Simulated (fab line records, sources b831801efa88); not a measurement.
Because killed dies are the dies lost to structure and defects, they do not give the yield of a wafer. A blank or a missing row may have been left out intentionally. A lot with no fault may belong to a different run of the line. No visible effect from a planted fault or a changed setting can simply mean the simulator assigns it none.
fab line records -- flow sky130 -- part 1 of 2: steps 1 to 30 of 41
[record] lots = 5, wafers = 15, last_day = 48
route steps=708 shown NWELL@62 PWDE@84 VT_ADJUST_HVTP@85 VT_ADJUST_LVTN@97
lots untouched by any fault: they come from a run of this same line in which no faults occurred
start_h: start of the lot's first displayed wafer, in hours after the record's first day -- wait_h: hours since the lot's step before -- " repeats the value in the row above -- L1.1+2: one row covering several wafers at once -- - no value, or no start was given -- * or withheld: withheld -- < > ~ a bound
route shown NAME@n: a module of which the file shows steps, and the number in the route of the first -- usual: average and standard deviation across the fault-free wafers -- same: alike in all rows -- chamber/n: place in a boat -- sites: readings site by site -- _std_site: how widely they spread, as a standard deviation -- _edge_site: outer sites' mean less inner sites' -- radius_mm: for every site, how far away it sits from the centre of the wafer -- mask NAME#n: copy n -- behind: tool/chamber where the wafer was last shaped -- hold: why the lot went on hold/how many hours it stayed there/how the hold came to an end -- device: the transistor (n, p or np) that didn't switch -- end of line: tests of these same wafers at the route's end -- a step without rows: its recipe alone -- killed: at the first sort, the dies lost to defects and structure; wafer yield is something else -- map: a wafer's dies, marking killed ones x, the rest . and places with no die _
set.NAME: the run value of the setting; set.NAME@STEP: its run value at that earlier step -- model.NAME: the simulator's own value behind a step, which no gauge read
lots seen at some steps along the route; tables by step, rows by wafer
services: the hour from which a tool's chamber was out of use, counted from the record's first day as start_h (under 0 if before that day), plus the number of hours and why
[[steps]]
[step SKY_NWELL_DEVELOP_09]
[recipe] wall_angle_deg = 90, developer = TMAH, develop_time_s = 60, dev_temp_c = 23
lot.wafer,tool,chamber,start_h,wait_h
L081.1+3+6,litho_track-02,0,-,-
L083.1+5+6,litho_track-03,0,-,-
L085.2+4+5,litho_track-02,0,-,-
L086.3+4+5,litho_track-02,0,-,-
L088.1+3+6,litho_track-02,0,-,-
[step SKY_NWELL_OVL_MEAS_10]
[usual] NWELL_00_OVL = -0.4/1.5
lot.wafer,tool,chamber,start_h,wait_h,NWELL_00_OVL[nm]
L081.1,overlay-01,-,126.26,-,1.0
L081.3,overlay-01,-,126.26,-,1.4
L081.6,overlay-01,-,126.26,-,1.6
L083.1,overlay-01,-,136.72,-,0.5
L083.5,overlay-01,-,136.72,-,-1.3
L083.6,overlay-01,-,136.72,-,-0.1
L085.2,overlay-02,-,151.66,-,-0.7
L085.4,overlay-02,-,151.66,-,-1.4
L085.5,overlay-02,-,151.66,-,-1.2
L086.3,overlay-02,-,157.82,-,0.7
L086.4,overlay-02,-,157.82,-,2.5
L086.5,overlay-02,-,157.82,-,3.2
L088.1,overlay-02,-,171.16,-,0.4
L088.3,overlay-02,-,171.16,-,0.1
L088.6,overlay-02,-,171.16,-,0.3
[step SKY_NWELL_IMPLANT_11]
[recipe] species = P, energy_kev = 400, dose_cm2 = 1.871e+13, tilt_deg = withheld
[usual] dose_ions_cm2 = 1.8712e+13/2.2e+10
lot.wafer,tool,chamber,start_h,wait_h,dose_ions_cm2
L081.1,implanter-04,0,126.29,0.0,1.8711e+13
L081.3,implanter-04,0,126.29,0.0,1.8702e+13
L081.6,implanter-04,0,126.29,0.0,1.8715e+13
L083.1,implanter-03,0,136.75,0.0,1.8723e+13
L083.5,implanter-03,0,136.75,0.0,1.8758e+13
L083.6,implanter-03,0,136.75,0.0,1.8731e+13
L085.2,implanter-02,0,151.72,0.0,1.8736e+13
L085.4,implanter-02,0,151.72,0.0,1.8701e+13
L085.5,implanter-02,0,151.72,0.0,1.8739e+13
L086.3,implanter-02,0,157.89,0.1,1.8686e+13
L086.4,implanter-02,0,157.89,0.1,1.8704e+13
L086.5,implanter-02,0,157.89,0.1,1.8684e+13
L088.1,implanter-04,0,171.19,0.0,1.8763e+13
L088.3,implanter-04,0,171.19,0.0,1.8728e+13
L088.6,implanter-04,0,171.19,0.0,1.8729e+13
[step SKY_NWELL_IMPLANT_12]
[recipe] species = P, energy_kev = 120, dose_cm2 = 1.3e+12, tilt_deg = withheld
[usual] dose_ions_cm2 = 1.3001e+12/1.4e+09
lot.wafer,tool,chamber,start_h,wait_h,dose_ions_cm2
L081.1,implanter-04,0,126.44,0.1,1.3009e+12
L081.3,implanter-04,0,126.44,0.1,1.3007e+12
L081.6,implanter-04,0,126.44,0.1,1.3008e+12
L083.1,implanter-03,0,136.90,0.1,1.2987e+12
L083.5,implanter-03,0,136.90,0.1,1.301e+12
L083.6,implanter-03,0,136.90,0.1,1.2999e+12
L085.2,implanter-02,0,151.87,0.1,1.2998e+12
L085.4,implanter-02,0,151.87,0.1,1.3e+12
L085.5,implanter-02,0,151.87,0.1,1.2987e+12
L086.3,implanter-02,0,158.04,0.1,1.2995e+12
L086.4,implanter-02,0,158.04,0.1,1.2989e+12
L086.5,implanter-02,0,158.04,0.1,1.297e+12
L088.1,implanter-04,0,171.34,0.1,1.302e+12
L088.3,implanter-04,0,171.34,0.1,1.3005e+12
L088.6,implanter-04,0,171.34,0.1,1.2971e+12
[step SKY_NWELL_IMPLANT_13]
[recipe] species = P, energy_kev = 50, dose_cm2 = 7e+11, tilt_deg = withheld
[usual] dose_ions_cm2 = 7e+11/7e+08
lot.wafer,tool,chamber,start_h,wait_h,dose_ions_cm2
L081.1,implanter-04,0,126.59,0.1,7.006e+11
L081.3,implanter-04,0,126.59,0.1,7.002e+11
L081.6,implanter-04,0,126.59,0.1,6.995e+11
L083.1,implanter-03,0,137.05,0.1,7.008e+11
L083.5,implanter-03,0,137.05,0.1,7.007e+11
L083.6,implanter-03,0,137.05,0.1,7.005e+11
L085.2,implanter-02,0,152.02,0.1,6.994e+11
L085.4,implanter-02,0,152.02,0.1,6.999e+11
L085.5,implanter-02,0,152.02,0.1,7.006e+11
L086.3,implanter-02,0,158.19,0.1,7.007e+11
L086.4,implanter-02,0,158.19,0.1,6.993e+11
L086.5,implanter-02,0,158.19,0.1,6.993e+11
L088.1,implanter-04,0,171.49,0.1,6.999e+11
L088.3,implanter-04,0,171.49,0.1,7.011e+11
L088.6,implanter-04,0,171.49,0.1,6.984e+11
[step SKY_NWELL_STRIP_14]
[recipe] chemistry = O2/N2, power_w = 1400, pressure_mtorr = 1500, platen_temp_c = withheld, o2_flow_sccm = 3000, n2_flow_sccm = 300, overash_fraction = 0.5
[usual] drypump_motor_current_A = 5.5/0.49, o2_flow_sccm = 3000/8.8, oes_product_au = 0.722/0.0045, strip_time_to_endpoint_s = 36.89/0.096
lot.wafer,tool,chamber,start_h,wait_h,drypump_motor_current_A,o2_flow_sccm,oes_product_au,rf_hours_counter_h,strip_time_to_endpoint_s
L081.1,plasma_asher-03,1,126.74,0.1,5.0,3005,0.716,1,36.92
L081.3,plasma_asher-03,1,126.74,0.1,5.0,3002,0.718,-,36.83
L081.6,plasma_asher-03,1,126.74,0.1,5.0,3009,0.725,-,36.82
L083.1,plasma_asher-03,0,137.20,0.1,4.9,2999,0.721,2,37.02
L083.5,plasma_asher-03,0,137.20,0.1,4.8,3017,0.720,-,37.01
L083.6,plasma_asher-03,1,137.20,0.1,5.0,2993,0.725,-,37.09
L085.2,plasma_asher-01,1,152.20,0.2,5.7,3007,0.732,33,36.78
L085.4,plasma_asher-01,1,152.20,0.2,5.7,3010,0.720,-,36.92
L085.5,plasma_asher-01,1,152.20,0.2,5.7,3001,0.722,-,36.76
L086.3,plasma_asher-02,0,158.33,0.1,6.1,2991,0.724,-,36.78
L086.4,plasma_asher-02,1,158.33,0.1,5.5,3011,0.722,-,36.84
L086.5,plasma_asher-02,1,158.33,0.1,5.5,3005,0.722,-,36.80
L088.1,plasma_asher-01,1,171.64,0.1,5.7,3005,0.722,34,36.87
L088.3,plasma_asher-01,1,171.64,0.1,5.8,3006,0.716,-,36.89
L088.6,plasma_asher-01,1,171.64,0.1,5.7,3003,0.725,-,36.80
[step SKY_NWELL_TW_MEAS_15]
[usual] NWELL_TW = 1806/13
lot.wafer,tool,chamber,start_h,wait_h,NWELL_TW
L081.1,film_metro-01,-,126.84,0.1,1798
L081.3,film_metro-01,-,126.84,0.1,1798
L081.6,film_metro-01,-,126.84,0.1,1818
L083.1,film_metro-04,-,137.30,0.1,1813
L083.5,film_metro-04,-,137.30,0.1,1812
L083.6,film_metro-04,-,137.30,0.1,1809
L085.2,film_metro-04,-,152.31,0.1,1813
L085.4,film_metro-04,-,152.31,0.1,1811
L085.5,film_metro-04,-,152.31,0.1,1816
L086.3,film_metro-01,-,158.41,0.1,1783
L086.4,film_metro-01,-,158.41,0.1,1794
L086.5,film_metro-01,-,158.41,0.1,1795
L088.1,film_metro-02,-,171.74,0.1,1811
L088.3,film_metro-02,-,171.74,0.1,1803
L088.6,film_metro-02,-,171.74,0.1,1807
[step SKY_NWELL_DEHYDRATE_16]
[recipe] temp_c = 200, time_s = 60
lot.wafer,tool,chamber,start_h,wait_h
L081.1+3+6,litho_track-02,0,135.06,8.2
L083.1+5+6,litho_track-02,0,146.36,9.0
L085.2+4+5,litho_track-03,0,161.39,9.1
L086.3+4+5,litho_track-02,0,167.21,8.8
L088.1+3+6,litho_track-04,0,179.98,8.2
[step SKY_NWELL_HMDS_17]
[recipe] prime_time_s = 60, prime_temp_c = 120
lot.wafer,tool,chamber,start_h,wait_h
L081.1+3+6,litho_track-02,0,135.21,0.1
L083.1+5+6,litho_track-02,0,146.51,0.1
L085.2+4+5,litho_track-03,0,161.54,0.1
L086.3+4+5,litho_track-02,0,167.36,0.1
L088.1+3+6,litho_track-04,0,180.13,0.1
[step SKY_NWELL_COAT_18]
[recipe] spin_rpm = 2000, resist_thk_nm = 3000
lot.wafer,tool,chamber,start_h,wait_h
L081.1+3+6,litho_track-02,0,135.36,0.1
L083.1+5+6,litho_track-02,0,146.66,0.1
L085.2+4+5,litho_track-03,0,161.69,0.1
L086.3+4+5,litho_track-02,0,167.51,0.1
L088.1+3+6,litho_track-04,0,180.28,0.1
[step SKY_NWELL_SOFTBAKE_19]
[recipe] temp_c = 110, time_s = withheld
lot.wafer,tool,chamber,start_h,wait_h
L081.1+3+6,litho_track-02,0,135.51,0.1
L083.1+5+6,litho_track-02,0,146.81,0.1
L085.2+4+5,litho_track-03,0,161.85,0.1
L086.3+4+5,litho_track-02,0,167.67,0.1
L088.1+3+6,litho_track-04,0,180.43,0.1
[step SKY_NWELL_EXPOSE_20]
[recipe] mask_id = NWM_COMPLEMENT, na = 0.6, source_shape = conventional, sigma_outer = 0.6, polarization = unpolarized, target_cd_nm = 840, dose_mj = 260
[usual] exposure_dose_mJ_cm2 = 259.99/0.26
[same] na = 0.6
lot.wafer,tool,chamber,start_h,wait_h,mask,exposure_dose_mJ_cm2
L081.1,iline_stepper-02,0,-,-,NWM_COMPLEMENT#0,259.62
L081.3,iline_stepper-02,0,-,-,NWM_COMPLEMENT#0,260.01
L081.6,iline_stepper-02,0,-,-,NWM_COMPLEMENT#0,260.14
L083.1,iline_stepper-01,0,-,-,NWM_COMPLEMENT#0,259.73
L083.5,iline_stepper-01,0,-,-,NWM_COMPLEMENT#0,259.82
L083.6,iline_stepper-01,0,-,-,NWM_COMPLEMENT#0,259.90
L085.2,iline_stepper-01,0,-,-,NWM_COMPLEMENT#0,260.60
L085.4,iline_stepper-01,0,-,-,NWM_COMPLEMENT#0,260.46
L085.5,iline_stepper-01,0,-,-,NWM_COMPLEMENT#0,260.04
L086.3,iline_stepper-01,0,-,-,NWM_COMPLEMENT#0,260.02
L086.4,iline_stepper-01,0,-,-,NWM_COMPLEMENT#0,259.53
L086.5,iline_stepper-01,0,-,-,NWM_COMPLEMENT#0,259.63
L088.1,iline_stepper-02,0,-,-,NWM_COMPLEMENT#0,260.29
L088.3,iline_stepper-02,0,-,-,NWM_COMPLEMENT#0,260.23
L088.6,iline_stepper-02,0,-,-,NWM_COMPLEMENT#0,260.32
[step SKY_NWELL_PEB_21]
[recipe] temp_c = 115, time_s = withheld
lot.wafer,tool,chamber,start_h,wait_h
L081.1+3+6,litho_track-02,0,-,-
L083.1+5+6,litho_track-03,0,-,-
L085.2+4+5,litho_track-03,0,-,-
L086.3+4+5,litho_track-02,0,-,-
L088.1+3+6,litho_track-04,0,-,-
[step SKY_NWELL_DEVELOP_22]
[recipe] wall_angle_deg = 90, developer = TMAH, develop_time_s = 60, dev_temp_c = 23
lot.wafer,tool,chamber,start_h,wait_h
L081.1+3+6,litho_track-02,0,-,-
L083.1+5+6,litho_track-03,0,-,-
L085.2+4+5,litho_track-03,0,-,-
L086.3+4+5,litho_track-02,0,-,-
L088.1+3+6,litho_track-04,0,-,-
[step SKY_NWELL_OVL_MEAS_23]
[usual] NWELL_01_OVL = 0.4/1.4
lot.wafer,tool,chamber,start_h,wait_h,NWELL_01_OVL[nm]
L081.1,overlay-01,-,144.96,-,2.1
L081.3,overlay-01,-,144.96,-,3.0
L081.6,overlay-01,-,144.96,-,1.0
L083.1,overlay-01,-,157.12,-,2.5
L083.5,overlay-01,-,157.12,-,0.5
L083.6,overlay-01,-,157.12,-,1.0
L085.2,overlay-02,-,171.92,-,0.1
L085.4,overlay-02,-,171.92,-,1.1
L085.5,overlay-02,-,171.92,-,1.6
L086.3,overlay-01,-,177.07,-,0.8
L086.4,overlay-01,-,177.07,-,1.1
L086.5,overlay-01,-,177.07,-,0.3
L088.1,overlay-02,-,190.53,-,-1.6
L088.3,overlay-02,-,190.53,-,-2.2
L088.6,overlay-02,-,190.53,-,-1.2
[step SKY_NWELL_IMPLANT_24]
[recipe] species = B, energy_kev = 140, dose_cm2 = 9.2e+12, tilt_deg = withheld
[usual] dose_ions_cm2 = 9.203e+12/1.1e+10
lot.wafer,tool,chamber,start_h,wait_h,dose_ions_cm2
L081.1,implanter-02,0,144.99,0.0,9.201e+12
L081.3,implanter-02,0,144.99,0.0,9.209e+12
L081.6,implanter-02,0,144.99,0.0,9.198e+12
L083.1,implanter-02,0,157.15,0.0,9.211e+12
L083.5,implanter-02,0,157.15,0.0,9.196e+12
L083.6,implanter-02,0,157.15,0.0,9.196e+12
L085.2,implanter-03,0,171.98,0.0,9.19e+12
L085.4,implanter-03,0,171.98,0.0,9.196e+12
L085.5,implanter-03,0,171.98,0.0,9.21e+12
L086.3,implanter-04,0,177.14,0.1,9.188e+12
L086.4,implanter-04,0,177.14,0.1,9.202e+12
L086.5,implanter-04,0,177.14,0.1,9.231e+12
L088.1,implanter-02,0,190.56,0.0,9.194e+12
L088.3,implanter-02,0,190.56,0.0,9.184e+12
L088.6,implanter-02,0,190.56,0.0,9.189e+12
[step SKY_NWELL_STRIP_25]
[recipe] chemistry = O2/N2, power_w = 1400, pressure_mtorr = 1500, platen_temp_c = withheld, o2_flow_sccm = 3000, n2_flow_sccm = 300, overash_fraction = 0.5
[usual] drypump_motor_current_A = 5.7/0.4, o2_flow_sccm = 3001/8.2, oes_product_au = 0.722/0.0047, strip_time_to_endpoint_s = 36.86/0.092
lot.wafer,tool,chamber,start_h,wait_h,drypump_motor_current_A,o2_flow_sccm,oes_product_au,rf_hours_counter_h,strip_time_to_endpoint_s
L081.1,plasma_asher-03,0,145.14,0.1,4.9,3006,0.731,3,36.84
L081.3,plasma_asher-03,0,145.14,0.1,4.8,2998,0.728,-,36.75
L081.6,plasma_asher-03,0,145.14,0.1,4.8,3000,0.716,-,36.86
L083.1,plasma_asher-02,1,157.30,0.1,5.5,2991,0.731,49,36.97
L083.5,plasma_asher-02,0,157.30,0.1,6.1,2992,0.731,-,36.90
L083.6,plasma_asher-02,1,157.30,0.1,5.5,2988,0.726,-,36.85
L085.2,plasma_asher-03,1,172.10,0.1,5.0,2999,0.732,5,36.69
L085.4,plasma_asher-03,0,172.10,0.1,4.9,3008,0.716,-,36.87
L085.5,plasma_asher-03,1,172.10,0.1,5.0,2994,0.725,-,36.74
L086.3,plasma_asher-01,0,177.28,0.1,6.0,3003,0.720,-,36.75
L086.4,plasma_asher-01,1,177.28,0.1,5.7,2993,0.723,-,36.62
L086.5,plasma_asher-01,0,177.28,0.1,6.0,3004,0.725,-,36.72
L088.1,plasma_asher-03,1,190.71,0.1,5.0,3010,0.721,7,36.82
L088.3,plasma_asher-03,1,190.71,0.1,5.0,3016,0.727,-,36.88
L088.6,plasma_asher-03,0,190.71,0.1,4.8,2994,0.728,-,36.88
[step SKY_NWELL_TW_MEAS_26]
[usual] NWELL_2_TW = 496/3
lot.wafer,tool,chamber,start_h,wait_h,NWELL_2_TW
L081.1,film_metro-04,-,145.24,0.1,497
L081.3,film_metro-04,-,145.24,0.1,497
L081.6,film_metro-04,-,145.24,0.1,498
L083.1,film_metro-02,-,157.40,0.1,498
L083.5,film_metro-02,-,157.40,0.1,498
L083.6,film_metro-02,-,157.40,0.1,496
L085.2,film_metro-02,-,172.21,0.1,496
L085.4,film_metro-02,-,172.21,0.1,497
L085.5,film_metro-02,-,172.21,0.1,495
L086.3,film_metro-04,-,177.36,0.1,500
L086.4,film_metro-04,-,177.36,0.1,501
L086.5,film_metro-04,-,177.36,0.1,500
L088.1,film_metro-04,-,190.81,0.1,494
L088.3,film_metro-04,-,190.81,0.1,498
L088.6,film_metro-04,-,190.81,0.1,498
[step SKY_NWELL_CLEAN_27]
[recipe] chemistry = SC1/SC2, mix = 1:4:20, temp_c = 70, time_s = 150, dry = n2_spin
lot.wafer,tool,chamber,start_h,wait_h
L081.1+3+6,wet_bench-02,3,145.30,0.1
L083.1+5+6,wet_bench-02,0,157.51,0.1
L085.2+4+5,wet_bench-01,3,172.26,0.0
L086.3+4+5,wet_bench-02,0,177.40,0.0
L088.1+3+6,wet_bench-01,0,190.87,0.1
[step SKY_NWELL_RTA_28]
[recipe] temp_c = 1050, time_s = 30, idle_temp_c = 650, ramp_up_c_per_s = 150, ramp_down_c_per_s = 90, ambient = N2
[usual] anneal_temp_c_max = 1053.5/0.69, lamp_power_pct = 25.31/0.053, wafer_temp_C_max = 1054.9/0.95
lot.wafer,tool,chamber,start_h,wait_h,anneal_temp_c_max,lamp_power_pct,wafer_temp_C_max
L081.1,rtp_anneal-01,0,145.35,0.0,1053.1,25.29,1054.8
L081.3,rtp_anneal-01,0,145.35,0.0,1053.8,25.29,1055.0
L081.6,rtp_anneal-01,0,145.35,0.0,1053.6,25.37,1055.6
L083.1,rtp_anneal-01,0,157.56,0.0,1052.8,25.33,1053.7
L083.5,rtp_anneal-01,0,157.56,0.0,1052.7,25.32,1055.4
L083.6,rtp_anneal-01,0,157.56,0.0,1052.4,25.28,1056.1
L085.2,rtp_anneal-02,0,172.35,0.0,1053.0,25.25,1055.2
L085.4,rtp_anneal-02,0,172.35,0.0,1054.0,25.39,1053.5
L085.5,rtp_anneal-02,0,172.35,0.0,1053.8,25.27,1054.8
L086.3,rtp_anneal-01,0,177.49,0.0,1053.2,25.33,1055.6
L086.4,rtp_anneal-01,0,177.49,0.0,1054.9,25.24,1057.0
L086.5,rtp_anneal-01,0,177.49,0.0,1053.2,25.17,1053.8
L088.1,rtp_anneal-01,0,190.92,0.0,1053.0,25.25,1056.2
L088.3,rtp_anneal-01,0,190.92,0.0,1053.1,25.37,1053.9
L088.6,rtp_anneal-01,0,190.92,0.0,1052.9,25.37,1053.7
[step SKY_NWELL_RS_MEAS_29]
[recipe] thk_meas_gauge = four-point-probe
[usual] NWELL_RS = 630.4/1.5
lot.wafer,tool,chamber,start_h,wait_h,NWELL_RS[ohm/sq]
L081.1,film_metro-01,-,145.45,0.1,629.3
L081.3,film_metro-01,-,145.45,0.1,631.8
L081.6,film_metro-01,-,145.45,0.1,630.4
L083.1,film_metro-01,-,157.66,0.1,633.0
L083.5,film_metro-01,-,157.66,0.1,632.3
L083.6,film_metro-01,-,157.66,0.1,630.4
L085.2,film_metro-04,-,172.54,0.2,631.5
L085.4,film_metro-04,-,172.54,0.2,632.6
L085.5,film_metro-04,-,172.54,0.2,632.6
L086.3,film_metro-02,-,177.60,0.1,631.2
L086.4,film_metro-02,-,177.60,0.1,630.4
L086.5,film_metro-02,-,177.60,0.1,631.9
L088.1,film_metro-02,-,191.02,0.1,629.8
L088.3,film_metro-02,-,191.02,0.1,629.5
L088.6,film_metro-02,-,191.02,0.1,631.1
[step SKY_NWELL_RS_MEAS_31]
[recipe] thk_meas_gauge = four-point-probe
[usual] PWDE_RS = 5284/16
lot.wafer,tool,chamber,start_h,wait_h,PWDE_RS[ohm/sq]
L081.1,film_metro-01,-,145.69,0.1,5288
L081.3,film_metro-01,-,145.69,0.1,5282
L081.6,film_metro-01,-,145.69,0.1,5292
L083.1,film_metro-01,-,157.90,0.1,5285
L083.5,film_metro-01,-,157.90,0.1,5270
L083.6,film_metro-01,-,157.90,0.1,5297
L085.2,film_metro-04,-,172.78,0.1,5270
L085.4,film_metro-04,-,172.78,0.1,5293
L085.5,film_metro-04,-,172.78,0.1,5307
L086.3,film_metro-02,-,177.84,0.1,5288
L086.4,film_metro-02,-,177.84,0.1,5283
L086.5,film_metro-02,-,177.84,0.1,5270
L088.1,film_metro-02,-,191.26,0.1,5254
L088.3,film_metro-02,-,191.26,0.1,5268
L088.6,film_metro-02,-,191.26,0.1,5269
[step SKY_VT_ADJUST_HVTP_DEHYDRATE_00]
[recipe] temp_c = 200, time_s = 60
lot.wafer,tool,chamber,start_h,wait_h
L081.1+3+6,litho_track-01,0,155.62,9.9
L083.1+5+6,litho_track-04,0,167.13,9.2
L085.2+4+5,litho_track-02,0,180.68,7.9
L086.3+4+5,litho_track-01,0,186.07,8.2
L088.1+3+6,litho_track-04,0,201.63,10.3
[step SKY_VT_ADJUST_HVTP_HMDS_01]
[recipe] prime_time_s = 60, prime_temp_c = 120
lot.wafer,tool,chamber,start_h,wait_h
L081.1+3+6,litho_track-01,0,155.77,0.1
L083.1+5+6,litho_track-04,0,167.28,0.1
L085.2+4+5,litho_track-02,0,180.83,0.1
L086.3+4+5,litho_track-01,0,186.22,0.1
L088.1+3+6,litho_track-04,0,201.78,0.1
[step SKY_VT_ADJUST_HVTP_COAT_02]
[recipe] resist = NOVOLAK, spin_rpm = 3000, resist_thk_nm = 1140
lot.wafer,tool,chamber,start_h,wait_h
L081.1+3+6,litho_track-01,0,155.92,0.1
L083.1+5+6,litho_track-04,0,167.43,0.1
L085.2+4+5,litho_track-02,0,180.98,0.1
L086.3+4+5,litho_track-01,0,186.37,0.1
L088.1+3+6,litho_track-04,0,201.93,0.1
[step SKY_VT_ADJUST_HVTP_SOFTBAKE_03]
[recipe] temp_c = 90, time_s = 60, resist = NOVOLAK
lot.wafer,tool,chamber,start_h,wait_h
L081.1+3+6,litho_track-01,0,156.07,0.1
L083.1+5+6,litho_track-04,0,167.58,0.1
L085.2+4+5,litho_track-02,0,181.13,0.1
L086.3+4+5,litho_track-01,0,186.52,0.1
L088.1+3+6,litho_track-04,0,202.08,0.1
[step SKY_VT_ADJUST_HVTP_EXPOSE_04]
[recipe] mask_id = HVTPM, na = 0.6, source_shape = conventional, sigma_outer = 0.6, polarization = unpolarized, target_cd_nm = 380, dose_mj = 140
[usual] exposure_dose_mJ_cm2 = 138.42/0.14
[same] na = 0.6
lot.wafer,tool,chamber,start_h,wait_h,mask,exposure_dose_mJ_cm2
L081.1,iline_stepper-01,0,-,-,HVTPM#0,138.80
L081.3,iline_stepper-01,0,-,-,HVTPM#0,138.50
L081.6,iline_stepper-01,0,-,-,HVTPM#0,138.70
L083.1,iline_stepper-02,0,-,-,HVTPM#0,138.50
L083.5,iline_stepper-02,0,-,-,HVTPM#0,138.53
L083.6,iline_stepper-02,0,-,-,HVTPM#0,138.20
L085.2,iline_stepper-01,0,-,-,HVTPM#0,138.44
L085.4,iline_stepper-01,0,-,-,HVTPM#0,138.35
L085.5,iline_stepper-01,0,-,-,HVTPM#0,138.60
L086.3,iline_stepper-02,0,-,-,HVTPM#0,138.68
L086.4,iline_stepper-02,0,-,-,HVTPM#0,138.45
L086.5,iline_stepper-02,0,-,-,HVTPM#0,138.63
L088.1,iline_stepper-01,0,-,-,HVTPM#0,138.31
L088.3,iline_stepper-01,0,-,-,HVTPM#0,138.32
L088.6,iline_stepper-01,0,-,-,HVTPM#0,138.41
[step SKY_VT_ADJUST_HVTP_PEB_05]
[recipe] temp_c = withheld, time_s = *, resist = NOVOLAK
lot.wafer,tool,chamber,start_h,wait_h
L081.1+3+6,litho_track-01,0,-,-
L083.1+5+6,litho_track-02,0,-,-
L085.2+4+5,litho_track-01,0,-,-
L086.3+4+5,litho_track-01,0,-,-
L088.1+3+6,litho_track-04,0,-,-
[step SKY_VT_ADJUST_HVTP_DEVELOP_06]
[recipe] resist = NOVOLAK, developer = TMAH, develop_time_s = 60, dev_temp_c = 21.93
lot.wafer,tool,chamber,start_h,wait_h
L081.1+3+6,litho_track-01,0,165.52,0.1
L083.1+5+6,litho_track-02,0,176.56,0.1
L085.2+4+5,litho_track-01,0,191.30,0.1
L086.3+4+5,litho_track-01,0,197.17,0.1
L088.1+3+6,litho_track-04,0,211.83,0.1
[step SKY_VT_ADJUST_HVTP_CD_MEAS_07]
[recipe] target_cd_nm = 380
[usual] cd_nm = 380.3/2.8
lot.wafer,tool,chamber,start_h,wait_h,cd_nm
L081.1,cd_sem-02,-,165.67,0.1,380.0
L081.3,cd_sem-02,-,165.67,0.1,376.1
L081.6,cd_sem-02,-,165.67,0.1,377.0
L083.1,cd_sem-02,-,176.71,0.1,377.5
L083.5,cd_sem-02,-,176.71,0.1,376.2
L083.6,cd_sem-02,-,176.71,0.1,376.4
L085.2,cd_sem-02,-,191.44,0.1,383.0
L085.4,cd_sem-02,-,191.44,0.1,383.0
L085.5,cd_sem-02,-,191.44,0.1,384.8
L086.3,cd_sem-02,-,197.31,0.1,377.9
L086.4,cd_sem-02,-,197.31,0.1,375.9
L086.5,cd_sem-02,-,197.31,0.1,377.5
L088.1,cd_sem-02,-,211.98,0.1,381.0
L088.3,cd_sem-02,-,211.98,0.1,380.3
L088.6,cd_sem-02,-,211.98,0.1,379.8
